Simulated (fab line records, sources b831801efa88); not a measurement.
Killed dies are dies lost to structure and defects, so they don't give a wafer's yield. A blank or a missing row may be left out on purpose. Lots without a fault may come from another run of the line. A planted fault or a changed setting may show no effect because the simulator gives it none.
Which tool did it? | flow sky130 | 13 lots, 39 wafers sampled, at 5 steps of a route of 708

WHAT THE GAUGES READ, wafer by wafer
SKY_SD_N_CD_MEAS_07: target cd 380 nm.
lot  | measured     | on        | cd_nm (nm)
L351 | day 28 05:51 | cd_sem-01 | 378.3 384.2 381.4
L352 | day 28 09:15 | cd_sem-01 | 378.1 381.0 377.1
L353 | day 28 15:10 | cd_sem-02 | 384.6 381.8 385.5
L354 | day 29 06:19 | cd_sem-01 | 377.4 379.5 379.4
L355 | day 29 10:23 | cd_sem-01 | 380.2 379.0 377.3
L360 | day 30 23:34 | cd_sem-01 | 379.9 380.0 379.9
L366 | day 33 01:58 | cd_sem-02 | 380.2 383.4 382.2
L367 | day 33 10:58 | cd_sem-02 | 386.3 384.8 384.1
L368 | day 33 16:37 | cd_sem-02 | 383.1 384.1 382.5
L369 | day 34 04:51 | cd_sem-01 | 380.7 378.8 380.4
L370 | day 34 08:16 | cd_sem-02 | 382.9 383.8 381.0
L371 | day 34 10:04 | cd_sem-01 | 377.4 379.3 377.2
L373 | day 35 03:13 | cd_sem-02 | 381.4 380.4 381.3

SKY_LOCAL_INTERCONNECT_RS_MEAS_01: measures by four-point-probe.
lot  | measured     | on            | LOCAL_INTERCONNECT_TIN_RS (ohm/sq)
L351 | day 29 12:05 | film_metro-02 | 14.32 14.34 14.16
L352 | day 29 16:32 | film_metro-01 | 14.40 14.28 14.40
L353 | day 29 21:38 | film_metro-01 | 14.31 14.32 14.37
L354 | day 30 13:29 | film_metro-02 | 14.04 14.27 13.83
L355 | day 30 17:50 | film_metro-04 | 13.98 13.86 14.02
L360 | day 32 06:08 | film_metro-02 | 14.17 13.85 14.11
L366 | day 34 08:21 | film_metro-02 | 14.34 14.05 14.38
L367 | day 34 16:44 | film_metro-01 | 14.16 14.29 14.19
L368 | day 34 22:27 | film_metro-04 | 14.03 14.05 14.26
L369 | day 35 10:13 | film_metro-01 | 14.30 13.88 14.01
L370 | day 35 14:25 | film_metro-02 | 14.28 14.31 14.03
L371 | day 35 15:23 | film_metro-02 | 14.07 13.83 13.70
L373 | day 36 09:07 | film_metro-02 | 14.30 13.88 13.99

WHICH TOOL RAN EACH LOT (tool, then ch and the chambers of the sampled wafers, then the start)
lot  | SKY_LI_CONTACT_ETCH_15             | SKY_LI_CONTACT_STRIP_16              | SKY_LI_CONTACT_CMP_24
L351 | rie_diel-04 ch 0,1,2, day 29 10:54 | plasma_asher-04 ch 0,1, day 29 10:59 | cmp-02 ch 0,2,3, day 29 11:43
L352 | rie_diel-01 ch 0,1, day 29 15:21   | plasma_asher-04 ch 0,1, day 29 15:26 | cmp-02 ch 0,1, day 29 16:10
L353 | rie_diel-04 ch 0,1, day 29 20:24   | plasma_asher-03 ch 0,1, day 29 20:31 | cmp-01 ch 0,1, day 29 21:13
L354 | rie_diel-03 ch 0,1, day 30 12:18   | plasma_asher-02 ch 0,1, day 30 12:23 | cmp-01 ch 0,1,3, day 30 13:14
L355 | rie_diel-01 ch 1,2,3, day 30 16:33 | plasma_asher-03 ch 0,1, day 30 16:40 | cmp-01 ch 0,1,2, day 30 17:34
L360 | rie_diel-01 ch 0,2,3, day 32 04:57 | plasma_asher-02 ch 0,1, day 32 05:02 | cmp-01 ch 0,2,3, day 32 05:46
L366 | rie_diel-04 ch 2,3, day 34 07:02   | plasma_asher-02 ch 0,1, day 34 07:10 | cmp-01 ch 0,1,3, day 34 08:05
L367 | rie_diel-04 ch 0,2,3, day 34 15:32 | plasma_asher-04 ch 0,1, day 34 15:38 | cmp-01 ch 2,3, day 34 16:22
L368 | rie_diel-03 ch 0,2,3, day 34 21:14 | plasma_asher-04 ch 0,1, day 34 21:20 | cmp-01 ch 0,1,2, day 34 22:08
L369 | rie_diel-03 ch 0,1,3, day 35 09:00 | plasma_asher-02 ch 0,1, day 35 09:05 | cmp-02 ch 0,3, day 35 09:51
L370 | rie_diel-03 ch 0,2, day 35 13:12   | plasma_asher-03 ch 0,1, day 35 13:19 | cmp-01 ch 1,2,3, day 35 14:07
L371 | rie_diel-01 ch 0,1,3, day 35 14:09 | plasma_asher-02 ch 1, day 35 14:14   | cmp-01 ch 1,3, day 35 14:59
L373 | rie_diel-04 ch 0,2,3, day 36 07:39 | plasma_asher-02 ch 0,1, day 36 07:44 | cmp-02 ch 0,1,3, day 36 08:43
- SKY_LI_CONTACT_ETCH_15: etches PSG in C4F8/O2/Ar, stops on Si, target depth 600 nm.
- SKY_LI_CONTACT_STRIP_16: strips in O2/N2.
- SKY_LI_CONTACT_CMP_24: polishes, stops on PSG, t overpolish 20 s, target thk 0 nm.

WHAT THE TOOLS THEMSELVES READ (means of the sampled wafers that have a number; where no wafer has one, the mark that the record gives instead)
SKY_LI_CONTACT_ETCH_15.
lot  | tool        | oes_product_au (a.u.)
L351 | rie_diel-04 | 0.837
L352 | rie_diel-01 | 0.838
L353 | rie_diel-04 | 0.839
L354 | rie_diel-03 | 0.835
L355 | rie_diel-01 | 0.838
L360 | rie_diel-01 | 0.841
L366 | rie_diel-04 | 0.835
L367 | rie_diel-04 | 0.836
L368 | rie_diel-03 | 0.839
L369 | rie_diel-03 | 0.835
L370 | rie_diel-03 | 0.838
L371 | rie_diel-01 | 0.832
L373 | rie_diel-04 | 0.835

SKY_LI_CONTACT_STRIP_16.
lot  | tool            | drypump_motor_current_A (A) | oes_product_au (a.u.) | strip_time_to_endpoint_s (s)
L351 | plasma_asher-04 | 5.5                         | 0.377                 | 3.51
L352 | plasma_asher-04 | 5.3                         | 0.375                 | 3.50
L353 | plasma_asher-03 | 5.9                         | 0.372                 | 3.50
L354 | plasma_asher-02 | 5.9                         | 0.382                 | 3.55
L355 | plasma_asher-03 | 5.9                         | 0.374                 | 3.46
L360 | plasma_asher-02 | 5.8                         | 0.382                 | 3.59
L366 | plasma_asher-02 | 5.8                         | 0.376                 | 3.51
L367 | plasma_asher-04 | 5.3                         | 0.373                 | 3.49
L368 | plasma_asher-04 | 5.2                         | 0.376                 | 3.53
L369 | plasma_asher-02 | 6.0                         | 0.379                 | 3.56
L370 | plasma_asher-03 | 5.9                         | 0.377                 | 3.53
L371 | plasma_asher-02 | 5.7                         | 0.378                 | 3.52
L373 | plasma_asher-02 | 5.9                         | 0.379                 | 3.49

SKY_LI_CONTACT_CMP_24.
lot  | tool   | motor_current_A (A)
L351 | cmp-02 | 10.7
L352 | cmp-02 | 11.0
L353 | cmp-01 | 10.4
L354 | cmp-01 | 11.2
L355 | cmp-01 | 10.7
L360 | cmp-01 | 11.0
L366 | cmp-01 | 11.1
L367 | cmp-01 | 10.9
L368 | cmp-01 | 11.2
L369 | cmp-02 | 9.3
L370 | cmp-01 | 11.2
L371 | cmp-01 | 11.5
L373 | cmp-02 | 10.2

THE ANSWER, worked out from the rows above alone
Rule: what is usual is taken from the lots themselves. Put in order of their means at a reading, lots are off if they are a third of the lots or fewer, leave a main group of 4 or more, and stand apart from it by a gap of 3 or more times the standard deviation of the main group's means; of several such gaps the widest counts. A main group whose means are all the same, to the digits that the tables above print for the reading, isn't used. A lot without any number at a reading at which 4 lots or more have one is off too. The other lots that the step has rows for count as sound. The gauges are gone through in route order, then the tools' own readings, and for those a lot's mean is taken as printed above. The first step at which some lot is off is used, and at that step the reading that is off furthest; a lot without a number counts as furthest.
No lot is off at any reading shown: from this, nothing can be told.

WHAT THE SIMULATOR HAD PUT IN
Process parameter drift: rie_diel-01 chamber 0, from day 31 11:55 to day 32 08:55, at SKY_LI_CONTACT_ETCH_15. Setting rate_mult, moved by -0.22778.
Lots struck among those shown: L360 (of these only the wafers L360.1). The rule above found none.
